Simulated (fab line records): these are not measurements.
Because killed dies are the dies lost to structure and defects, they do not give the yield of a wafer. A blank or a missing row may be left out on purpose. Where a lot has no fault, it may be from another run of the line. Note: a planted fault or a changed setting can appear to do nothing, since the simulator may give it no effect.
Which tool was responsible? | flow sky130 | 33 wafers from 11 lots sampled at 5 of the route's 708 steps

## WHAT THE GAUGES READ, wafer by wafer
Not one reading of a measure or inspect step in the record can be checked against a usual standard deviation.

## WHAT TOOL EACH LOT RAN ON (gives the tool, then ch and the chambers of the sampled wafers, and finally the start)
lot  | SKY_METAL3_DESCUM_15             | SKY_METAL3_STRIP_19                 | SKY_VIA3_ETCH_14                  | SKY_VIA3_CMP_24               | SKY_PAD_OPEN_PROBE_99
L208 | rieMetal-03 ch 0,1, day 39 12:04 | plasmaAsher-03 ch 0,1, day 39 12:23 | rieDiel-03 ch 0,1,2, day 40 13:20 | cmp-02 ch 0,1,3, day 40 14:24 | -
L209 | rieMetal-01 ch 0,1, day 39 13:53 | plasmaAsher-03 ch 0,1, day 39 14:13 | rieDiel-01 ch 1,2,3, day 40 15:42 | cmp-01 ch 0,2,3, day 40 16:55 | -
L211 | rieMetal-01 ch 1, day 39 23:22   | plasmaAsher-02 ch 0,1, day 39 23:49 | rieDiel-04 ch 0,1,3, day 41 01:23 | cmp-02 ch 1,2,3, day 41 02:29 | -
L215 | rieMetal-03 ch 0,1, day 41 00:22 | plasmaAsher-04 ch 0,1, day 41 00:46 | rieDiel-04 ch 0,1, day 42 01:59   | cmp-02 ch 1,2,3, day 42 03:05 | -
L219 | rieMetal-02 ch 0,1, day 42 04:00 | plasmaAsher-04 ch 0,1, day 42 04:19 | rieDiel-01 ch 1,2, day 43 04:33   | cmp-01 ch 0,1,2, day 43 05:58 | -
L220 | rieMetal-02 ch 1, day 43 21:10   | plasmaAsher-02 ch 0,1, day 43 21:37 | rieDiel-01 ch 1,3, day 44 20:47   | cmp-01 ch 0,1,2, day 44 21:55 | prober-02, day 50 02:43
L223 | rieMetal-02 ch 1, day 43 22:14   | plasmaAsher-03 ch 0,1, day 43 22:42 | rieDiel-03 ch 0,1,3, day 44 22:23 | cmp-01 ch 1,2,3, day 44 23:35 | -
L225 | rieMetal-02 ch 1, day 43 23:07   | plasmaAsher-04 ch 0,1, day 43 23:35 | rieDiel-04 ch 0,3, day 44 22:32   | cmp-01 ch 0,2,3, day 44 23:50 | -
L222 | rieMetal-02 ch 1, day 44 00:13   | plasmaAsher-04 ch 0,1, day 44 00:39 | rieDiel-03 ch 1,2,3, day 45 00:02 | cmp-01 ch 0,2,3, day 45 01:06 | prober-01, day 50 06:07
L228 | rieMetal-01 ch 0,1, day 45 11:51 | plasmaAsher-03 ch 0,1, day 45 12:10 | rieDiel-04 ch 0,2,3, day 46 10:45 | cmp-02 ch 0,3, day 46 11:52   | -
L230 | rieMetal-02 ch 0,1, day 45 12:58 | plasmaAsher-03 ch 0,1, day 45 13:17 | rieDiel-04 ch 0,1,2, day 46 11:44 | cmp-01 ch 0,2, day 46 12:51   | prober-01, day 51 06:28
- SKY_METAL3_DESCUM_15: chemistry O2, time 8 s.
- SKY_METAL3_STRIP_19: strips in O2/N2.
- SKY_VIA3_ETCH_14: etches BARC in N2/H2, stops on SiO2, time 45.9 s, target depth 60 nm.
- SKY_VIA3_CMP_24: polishes, stops on SiO2, t overpolish 20 s, target thk 0 nm.
- SKY_PAD_OPEN_PROBE_99

## AS READ BY THE TOOLS THEMSELVES (means over the sampled wafers that have a number; for cases with no such wafer, the mark the record gives instead)
SKY_METAL3_DESCUM_15. Usual: drypumpMotorCurrentA 5.76 A, standard deviation 0.29; oesProductAu 0.996 a.u., standard deviation 0.01.
lot  | tool        | drypumpMotorCurrentA (A) | oesProductAu (a.u.) | flag
L208 | rieMetal-03 | 5.78                     | 1.002               | 
L209 | rieMetal-01 | 5.86                     | 0.997               | 
L211 | rieMetal-01 | 5.81                     | 0.988               | 
L215 | rieMetal-03 | 5.62                     | 1.002               | 
L219 | rieMetal-02 | 5.66                     | 0.996               | 
L220 | rieMetal-02 | 5.94                     | 0.993               | 
L223 | rieMetal-02 | 5.92                     | 0.985               | 
L225 | rieMetal-02 | 5.97                     | 0.997               | 
L222 | rieMetal-02 | 5.95                     | 0.992               | 
L228 | rieMetal-01 | 5.91                     | 0.998               | 
L230 | rieMetal-02 | 5.37                     | 0.997               | 

SKY_METAL3_STRIP_19. Usual: drypumpMotorCurrentA 6.0 A, standard deviation 0.49; o2FlowSccm 3000 sccm, standard deviation 9; oesProductAu 0.504 a.u., standard deviation 0.0057; stripTimeToEndpointS 6.56 s, standard deviation 0.084.
lot  | tool           | drypumpMotorCurrentA (A) | o2FlowSccm (sccm) | oesProductAu (a.u.) | stripTimeToEndpointS (s) | flag
L208 | plasmaAsher-03 | 6.3                      | 2996              | 0.501               | 6.47                     | 
L209 | plasmaAsher-03 | 6.3                      | 2999              | 0.504               | 6.63                     | 
L211 | plasmaAsher-02 | 5.8                      | 3006              | 0.500               | 6.48                     | 
L215 | plasmaAsher-04 | 6.2                      | 3011              | 0.510               | 6.71                     | 
L219 | plasmaAsher-04 | 6.2                      | 2988              | 0.505               | 6.62                     | 
L220 | plasmaAsher-02 | 5.4                      | 3006              | 0.507               | 6.65                     | 
L223 | plasmaAsher-03 | 6.1                      | 3002              | 0.504               | 6.60                     | 
L225 | plasmaAsher-04 | 6.2                      | 3007              | 0.505               | 6.61                     | 
L222 | plasmaAsher-04 | 6.2                      | 2996              | 0.501               | 6.52                     | 
L228 | plasmaAsher-03 | 6.1                      | 2994              | 0.500               | 6.47                     | 
L230 | plasmaAsher-03 | 6.3                      | 3001              | 0.506               | 6.52                     | 

SKY_VIA3_ETCH_14. Usual: biasW 100.0 W, standard deviation 0.31; drypumpMotorCurrentA 6.0 A, standard deviation 0.49; h2FlowSccm 199.9 sccm, standard deviation 0.59; oesProductAu 0.856 a.u., standard deviation 0.0051; throttleValvePct 13.226 %, standard deviation 0.0098.
lot  | tool       | biasW (W) | drypumpMotorCurrentA (A) | h2FlowSccm (sccm) | oesProductAu (a.u.) | throttleValvePct (%) | flag
L208 | rieDiel-03 | 100.0     | 5.8                      | 199.6             | 0.853               | 13.223               | 
L209 | rieDiel-01 | 100.0     | 6.2                      | 199.9             | 0.855               | 13.222               | 
L211 | rieDiel-04 | 100.0     | 5.8                      | 200.2             | 0.855               | 13.220               | 
L215 | rieDiel-04 | 100.1     | 5.8                      | 199.2             | 0.858               | 13.225               | 
L219 | rieDiel-01 | 90.4      | 6.3                      | 200.1             | 0.859               | 13.225               | OFF
L220 | rieDiel-01 | 90.2      | 6.2                      | 199.6             | 0.850               | 13.230               | OFF
L223 | rieDiel-03 | 99.5      | 5.4                      | 199.6             | 0.856               | 13.224               | 
L225 | rieDiel-04 | 100.2     | 6.0                      | 199.8             | 0.853               | 13.224               | 
L222 | rieDiel-03 | 99.9      | 6.0                      | 199.7             | 0.852               | 13.232               | 
L228 | rieDiel-04 | 99.9      | 6.3                      | 199.8             | 0.860               | 13.232               | 
L230 | rieDiel-04 | 99.9      | 6.1                      | 199.9             | 0.849               | 13.227               | 

SKY_VIA3_CMP_24. Usual: motorCurrentA 11.8 A, standard deviation 1.4; overpolishRunS 20.000 s, standard deviation 0.0093; slurryFilterDpKPa 13.52 kPa, standard deviation 0.13; timeToEndpointS 94 s, standard deviation 3.9.
lot  | tool   | motorCurrentA (A) | overpolishRunS (s) | slurryFilterDpKPa (kPa) | timeToEndpointS (s) | flag
L208 | cmp-02 | 11.9              | 19.996             | 13.50                   | 93                  | 
L209 | cmp-01 | 12.1              | 19.998             | 13.46                   | 86                  | 
L211 | cmp-02 | 12.7              | 19.990             | 13.54                   | 98                  | 
L215 | cmp-02 | 12.8              | 19.999             | 13.56                   | 92                  | 
L219 | cmp-01 | 10.7              | 20.001             | 13.43                   | 96                  | 
L220 | cmp-01 | 10.8              | 19.992             | 13.60                   | 89                  | 
L223 | cmp-01 | 11.8              | 20.001             | 13.54                   | 91                  | 
L225 | cmp-01 | 11.9              | 20.005             | 13.57                   | 95                  | 
L222 | cmp-01 | 11.8              | 20.001             | 13.50                   | 93                  | 
L228 | cmp-02 | 11.1              | 19.996             | 13.60                   | 101                 | 
L230 | cmp-01 | 10.6              | 20.000             | 13.56                   | 94                  | 

SKY_PAD_OPEN_PROBE_99. Usual: defectLimitedYield 82.5 %, standard deviation 2.1; killed_at_M0_to_M3 43, standard deviation 6.8; killed_at_M4_up 3.2, standard deviation 1.7; killedAtContacts 24, standard deviation 5.6; killedAtFrontEnd 15, standard deviation 4.7; killedAtOther 0.3, standard deviation 0.59; killedDies 86, standard deviation 10; killedOpen 47, standard deviation 6.8; killedShort 39, standard deviation 6.4; sort_bin_3_pad_short 0.9 %, standard deviation 0.42; sort_bin_5_function 10.5 %, standard deviation 1.6; sort_bin_6_memory 6.2 %, standard deviation 1.1; sortNPass 406, standard deviation 10; sortYieldPct 82.5 %, standard deviation 2.1.
lot  | tool      | defectLimitedYield (%) | killed_at_M0_to_M3 | killed_at_M4_up | killedAtContacts | killedAtFrontEnd | killedAtOther | killedDies | killedOpen | killedShort | sort_bin_3_pad_short (%) | sort_bin_5_function (%) | sort_bin_6_memory (%) | sortNPass | sortYieldPct (%) | flag
L220 | prober-02 | 81.6                   | 48                 | 3.7             | 22               | 17               | 0.0           | 91         | 51         | 39          | 1.1                      | 11.7                    | 5.6                   | 401       | 81.6             | 
L222 | prober-01 | 83.5                   | 41                 | 3.0             | 23               | 13               | 0.0           | 81         | 42         | 39          | 0.7                      | 11.0                    | 4.8                   | 411       | 83.5             | 
L230 | prober-01 | 81.5                   | 43                 | 5.7             | 19               | 22               | 0.3           | 91         | 48         | 43          | 1.0                      | 11.2                    | 6.3                   | 401       | 81.5             | 

## THE ANSWER, worked out from the rows above alone
Rule: lot off if the mean of its wafers having a number is beyond 3 standard deviations from the usual mean. Also off: a lot with no number at a reading for which 4 or more lots have one. All remaining lots with rows at the step are treated as sound. The gauges are gone through in route order, then the tools' own readings, and for those a lot's mean is taken as printed above. The first step at which some lot is off is used, and at that step the reading that is off furthest; a lot without a number counts as furthest.
Off: L219, L220 (SKY_VIA3_ETCH_14, biasW).
If a tool, at that step or one of the process steps before it, ran each lot that is off and ran no sound lot following the first of them, it fits. One fits: SKY_VIA3_ETCH_14 on rieDiel-01. Its last sound lot is L209 (day 40 15:42), its first lot that is off L219 (day 43 04:33): a fault that began between those two fits.
On the lots that are off, the tool's own readings at SKY_VIA3_ETCH_14 differ by more than 5 times the standard deviation of the sound lots' means, which bears it out; biasW reads 90.3 W there versus 99.9 W on the sound lots.

## WHAT THE SIMULATOR HAD PUT IN
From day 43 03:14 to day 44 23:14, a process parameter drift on rieDiel-01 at SKY_VIA3_ETCH_14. A move of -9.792 in setting biasW, from 100. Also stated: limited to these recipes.
Lots struck among those shown: L219, L220. This agrees with what the rule above found.
